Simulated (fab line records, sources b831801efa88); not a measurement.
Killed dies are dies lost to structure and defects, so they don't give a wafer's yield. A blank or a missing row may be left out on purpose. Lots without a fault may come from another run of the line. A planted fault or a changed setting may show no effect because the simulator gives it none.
fab line records | flow sky130
record lots=5 wafers=15 last_day=50
route steps=708 shown VIA3@590 METAL4@598 CAP2M@603 PAD_OPEN@708
lots that met no fault: from a run of the same line without faults
start_h: hours from the record's first day to the start of the lot's first wafer shown | wait_h: hours since the lot's step before | " the same as in the row above | L1.1+2: a row that stands for several wafers | - no value, or no start given | * or withheld: withheld | < > ~ a bound
route shown NAME@n: a module of which the file shows steps, and the number in the route of the first | usual: mean/standard deviation of fault-free wafers | same: alike in all rows | chamber/n: place in a boat | sites: the reading at each site | _std_site: their standard deviation | _edge_site: outer sites' mean less inner sites' | radius_mm: how far each site lies from the wafer's centre | mask NAME#n: copy n | behind: the tool/chamber that last shaped the wafer | hold: why the lot was held/for how many hours/how that ended | device: the transistor (n, p or np) that didn't switch | end of line: the same wafers' tests at the end of the route | a step without rows: its recipe alone | killed: dies lost to structure and defects at the first sort, not the wafer's yield | map: a wafer's dies, x killed, . not, _ none there
set.NAME: the setting as run; set.NAME@STEP: as run at that earlier step | model.NAME: the simulator's own value behind a step, which no gauge read
lots at some steps of the route; a table a step, a row a wafer
services: from which hour (start_h, from the record's first day; less than 0 if before it) a tool's chamber was out of use, for how many hours, and why
## steps
# step SKY_VIA3_STRIP_17
# recipe chemistry=post_etch_residue_remover time_s=1200 temp_c=72.5
# step SKY_VIA3_CLEAN_18
# recipe chemistry=IPA time_s=180 temp_c=25
# step SKY_VIA3_CLEAN_19
# recipe chemistry=O3/DIW dry=n2_spin
# step SKY_VIA3_SPUTTER_20
# recipe material=TiN target_thk_nm=20 chamber_pressure_pa=5 power_w=3896 time_s=80
# step SKY_VIA3_CVD_21
# recipe material=W target_thk_nm=390 time_s=117.31 temp_c=400 pressure_torr=40
# usual heater_power_w=869/110
# columns lot.wafer tool chamber start_h wait_h heater_power_w
L250.1 cvd_w-02 1 924.84 0.0 704
L250.5 " 0 " " 970
L250.6 " 1 " " 731
L251.2 cvd_w-01 1 934.09 0.0 941
L251.4 " 1 " " 920
L251.6 " 0 " " 784
L255.2 cvd_w-01 0 960.69 0.0 775
L255.4 " 1 " " 936
L255.5 " 1 " " 902
L267.3 cvd_w-01 1 1047.33 0.1 934
L267.4 " 0 " " 786
L267.6 " 0 " " 781
L272.1 cvd_w-02 1 1072.58 0.0 722
L272.3 " 0 " " 993
L272.5 " 0 " " 979
# step SKY_VIA3_RS_MEAS_22
# recipe thk_meas_gauge=four-point-probe reads=W_of_VIA3_CVD_21+TiN_of_VIA3_SPUTTER_20
# usual VIA3_W_RS=0.2964/0.003
# columns lot.wafer tool chamber start_h wait_h VIA3_W_RS[ohm/sq]
L250.1 film_metro-01 - 924.96 0.1 0.2933
L250.5 " - " " 0.2952
L250.6 " - " " 0.2957
L251.2 film_metro-03 - 934.23 0.1 0.2967
L251.4 " - " " 0.2948
L251.6 " - " " 0.2928
L255.2 film_metro-03 - 960.83 0.1 0.2964
L255.4 " - " " 0.2960
L255.5 " - " " 0.2976
L267.3 film_metro-02 - 1047.46 0.1 0.2947
L267.4 " - " " 0.2956
L267.6 " - " " 0.2980
L272.1 film_metro-03 - 1072.70 0.1 0.2967
L272.3 " - " " 0.2965
L272.5 " - " " 0.3003
# step SKY_VIA3_THK_MEAS_23
# recipe thk_meas_gauge=xrf reads=W_of_VIA3_CVD_21
# usual VIA3_W_THK=394/5
# columns lot.wafer tool chamber start_h wait_h VIA3_W_THK[nm]
L250.1 film_metro-01 - 925.08 0.1 393
L250.5 " - " " 397
L250.6 " - " " 390
L251.2 film_metro-03 - 934.34 0.1 395
L251.4 " - " " 402
L251.6 " - " " 401
L255.2 film_metro-03 - 960.94 0.1 396
L255.4 " - " " 396
L255.5 " - " " 394
L267.3 film_metro-02 - 1047.56 0.1 394
L267.4 " - " " 396
L267.6 " - " " 392
L272.1 film_metro-03 - 1072.82 0.1 396
L272.3 " - " " 396
L272.5 " - " " 395
# step SKY_VIA3_CMP_24
# recipe stop_on=SiO2 t_overpolish_s=20 down_force_psi=3.5 platen_rpm=60 target_thk_nm=0 pad_velocity_m_s=0.94248
# usual motor_current_A=11.5/1.4 overpolish_run_s=19.999/0.01 time_to_endpoint_s=93/4.1
# columns lot.wafer tool chamber start_h wait_h motor_current_A overpolish_run_s time_to_endpoint_s
L250.1 cmp-01 1 925.24 0.1 11.8 19.996 93
L250.6 " 3 " " 10.7 20.023 92
L250.5 " 0 " " 9.8 19.994 94
L251.4 cmp-02 3 934.39 0.0 14.1 20.007 88
L251.2 " 2 " " 12.9 19.998 85
L251.6 " 3 " " 14.0 20.008 90
L255.2 cmp-02 2 960.99 0.0 13.4 19.989 93
L255.4 " 0 " " 11.8 20.005 93
L255.5 " 3 " " 14.5 20.007 87
L267.3 cmp-02 0 1047.60 0.0 10.4 20.001 93
L267.4 " 2 " " 12.6 19.984 90
L267.6 " 0 " " 10.3 19.985 94
L272.1 cmp-02 3 1072.88 0.1 13.9 20.000 92
L272.3 " 2 " " 12.9 19.979 95
L272.5 " 3 " " 14.2 20.001 90
# step SKY_METAL4_SPUTTER_00
# recipe material=Ti target_thk_nm=15 power_w=3000 time_s=10 chamber_pressure_pa=0.4
# usual throttle_valve_pct=30.4/1.1
# columns lot.wafer tool chamber start_h wait_h throttle_valve_pct
L250.1 pvd_sputter-04 - 925.44 0.1 30.2
L250.5 " - " " 30.5
L250.6 " - " " 31.1
L251.2 pvd_sputter-02 - 934.69 0.1 28.7
L251.4 " - " " 30.9
L251.6 " - " " 31.8
L255.2 pvd_sputter-02 - 961.29 0.2 29.1
L255.4 " - " " 29.3
L255.5 " - " " 31.8
L267.3 pvd_sputter-03 - 1047.90 0.2 29.4
L267.4 " - " " 30.9
L267.6 " - " " 29.4
L272.1 pvd_sputter-02 - 1073.18 0.2 30.9
L272.3 " - " " 28.9
L272.5 " - " " 32.0
# step SKY_METAL4_SPUTTER_01
# recipe material=TiN target_thk_nm=20 power_w=6500 time_s=16.7 chamber_pressure_pa=0.4
# step SKY_METAL4_SPUTTER_02
# recipe material=AlCu target_thk_nm=735 power_w=10600 time_s=39.1 chamber_pressure_pa=0.4
# step SKY_METAL4_SPUTTER_03
# recipe material=Ti target_thk_nm=5 power_w=3000 time_s=3.3 chamber_pressure_pa=0.4
# usual throttle_valve_pct=30.4/1.1
# columns lot.wafer tool chamber start_h wait_h throttle_valve_pct
L250.1 pvd_sputter-04 - 925.53 0.0 30.3
L250.5 " - " " 30.5
L250.6 " - " " 30.6
L251.2 pvd_sputter-02 - 934.77 0.0 29.3
L251.4 " - " " 31.0
L251.6 " - " " 32.0
L255.2 pvd_sputter-02 - 961.38 0.0 29.0
L255.4 " - " " 29.1
L255.5 " - " " 32.0
L267.3 pvd_sputter-03 - 1047.99 0.0 29.6
L267.4 " - " " 30.7
L267.6 " - " " 29.6
L272.1 pvd_sputter-02 - 1073.27 0.0 30.8
L272.3 " - " " 29.1
L272.5 " - " " 31.8
# step SKY_METAL4_SPUTTER_04
# recipe material=TiN target_thk_nm=70 power_w=6500 time_s=58.3 chamber_pressure_pa=0.4
# usual throttle_valve_pct=30.4/1.1
# columns lot.wafer tool chamber start_h wait_h throttle_valve_pct model.TiN_of_METAL4_SPUTTER_04.thk_nm
L250.1 pvd_sputter-04 - 925.55 0.0 29.8 70.48
L250.5 " - " " 30.2 70.72
L250.6 " - " " 31.1 71.24
L251.2 pvd_sputter-02 - 934.79 0.0 29.0 70.03
L251.4 " - " " 31.0 70.15
L251.6 " - " " 32.2 69.06
L255.2 pvd_sputter-02 - 961.39 0.0 29.2 73.87
L255.4 " - " " 29.0 69.97
L255.5 " - " " 32.0 69.54
L267.3 pvd_sputter-03 - 1048.01 0.0 29.4 68.99
L267.4 " - " " 30.9 68.69
L267.6 " - " " 29.5 68.93
L272.1 pvd_sputter-02 - 1073.28 0.0 31.3 69.6
L272.3 " - " " 29.1 70.05
L272.5 " - " " 31.6 69.7
# step SKY_CAP2M_CVD_00
# recipe material=SiO2 target_thk_nm=15.5 temp_c=400 time_s=withheld rf_w=450
# usual heater_power_w=759/82
# columns lot.wafer tool chamber start_h wait_h heater_power_w
L250.1 pecvd-04 0 925.59 0.0 780
L250.5 " 0 " " 776
L250.6 " 2 " " 775
L251.2 pecvd-04 0 934.84 0.0 878
L251.4 " 0 " " 901
L251.6 " 1 " " 807
L255.2 pecvd-04 2 961.44 0.0 730
L255.4 " 1 " " 883
L255.5 " 0 " " 904
L267.3 pecvd-04 2 1048.07 0.0 771
L267.4 " 0 " " 860
L267.6 " 0 " " 833
L272.1 pecvd-02 2 1073.33 0.0 757
L272.3 " 1 " " 629
L272.5 " 0 " " 793
# step SKY_PAD_OPEN_PROBE_99
# usual defect_limited_yield=82.7/1.7 killed_at_M0_to_M3=44/7.1 killed_at_M4_up=3.3/1.8 killed_at_contacts=23/5.5 killed_at_front_end=15/4.5 killed_at_other=0.2/0.48 killed_dies=85/8.4 killed_open=46/6.6 killed_short=39/6.1 sort_bin_3_pad_short=0.9/0.36 sort_bin_5_function=10.3/1.4 sort_bin_6_memory=6.2/1 sort_n_pass=407/8.4 sort_yield_pct=82.7/1.7
# same gross_dies=492 killed_at_back_side=0 sort_bin_4_leakage[%]=0 sort_bin_8_speed[%]=0
# columns lot.wafer tool chamber start_h wait_h defect_limited_yield[%] killed_at_M0_to_M3 killed_at_M4_up killed_at_contacts killed_at_front_end killed_at_other killed_dies killed_open killed_short sort_bin_3_pad_short[%] sort_bin_5_function[%] sort_bin_6_memory[%] sort_n_pass sort_yield_pct[%]
L255.2 prober-01 - 1105.26 0.1 79.3 50 5 30 17 0 102 56 45 1.2 12.0 7.5 390 79.3
L255.4 prober-01 - 1105.36 0.2 79.9 56 4 19 20 0 99 53 46 0.8 11.4 7.9 393 79.9
L255.5 prober-01 - 1105.41 0.2 85.0 35 2 21 16 0 74 41 32 1.0 8.7 5.3 418 85.0
# killed by level:class
L255.2 VIA1:geometric_particle:open=11 VIA2:geometric_particle:open=10 CONTACT:geometric_particle:open=8 LI_CONTACT:geometric_particle:open=7 VIA1:geometric_particle:short=7 POLY_GATE:geometric_particle:short=6 CONTACT:geometric_particle:short=6 VIA3:geometric_particle:open=6
L255.4 VIA1:geometric_particle:open=14 METAL2:geometric_particle:short=9 VIA1:geometric_particle:short=9 LI_CONTACT:geometric_particle:open=8 VIA3:geometric_particle:open=7 CONTACT:geometric_particle:open=6 METAL1:geometric_particle:short=5 POLY_GATE:geometric_particle:open=5
L255.5 CONTACT:geometric_particle:open=9 VIA1:geometric_particle:open=9 VIA2:geometric_particle:short=6 VIA3:geometric_particle:open=6 CONTACT:geometric_particle:short=4 VIA3:geometric_particle:short=4 FIELD_ISO:geometric_particle:short=3 FIELD_ISO:geometric_particle:open=3
## services
# columns tool chamber start_h hours kind
cvd_w-01 - 904.00 14.0 pm
pvd_sputter-03 - 910.81 6.7 repair
cmp-01 - 912.00 4.0 pm
cmp-02 - 919.95 2.6 repair
pecvd-02 1 933.69 6.0 repair
pvd_sputter-03 - 939.89 1.8 repair
cmp-02 - 943.32 1.4 repair
pvd_sputter-04 - 949.51 3.6 repair
pecvd-02 - 951.55 2.8 pm
pvd_sputter-02 2 958.84 - consumable_replace:kit
pvd_sputter-02 2 958.84 18.0 scheduled_down
pvd_sputter-02 2 958.84 18.0 vent_cycle
pvd_sputter-03 - 968.84 0.6 repair
cvd_w-02 1 972.26 21.6 repair
cvd_w-01 0 978.97 3.0 repair
cvd_w-02 - 982.52 2.8 pm
cmp-02 - 998.19 0.5 repair
cmp-01 - 1011.66 0.6 repair
cmp-01 - 1012.09 4.8 repair
pvd_sputter-04 - 1017.72 2.0 repair
cmp-02 - 1036.57 3.5 pm
cvd_w-02 - 1052.20 1.7 repair
cvd_w-01 0 1061.26 13.5 repair
pecvd-02 2 1064.89 4.6 repair
## key
first_sign none at tools or gauges
model_effect step=SKY_METAL4_SPUTTER_04 value=TiN_of_METAL4_SPUTTER_04.thk_nm without=70.62 struck=73.87
met_at SKY_METAL4_SPUTTER_04
struck_wafers L255.2
onset_between 934.79 961.39
fault kind=process_parameter_drift tool=pvd_sputter-02 chamber=- onset_h=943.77 steps=SKY_METAL4_SPUTTER_04 channel=time_s offset=* shape=step end_h=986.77 scope=struck_wafers_only acts_in=* stated=*
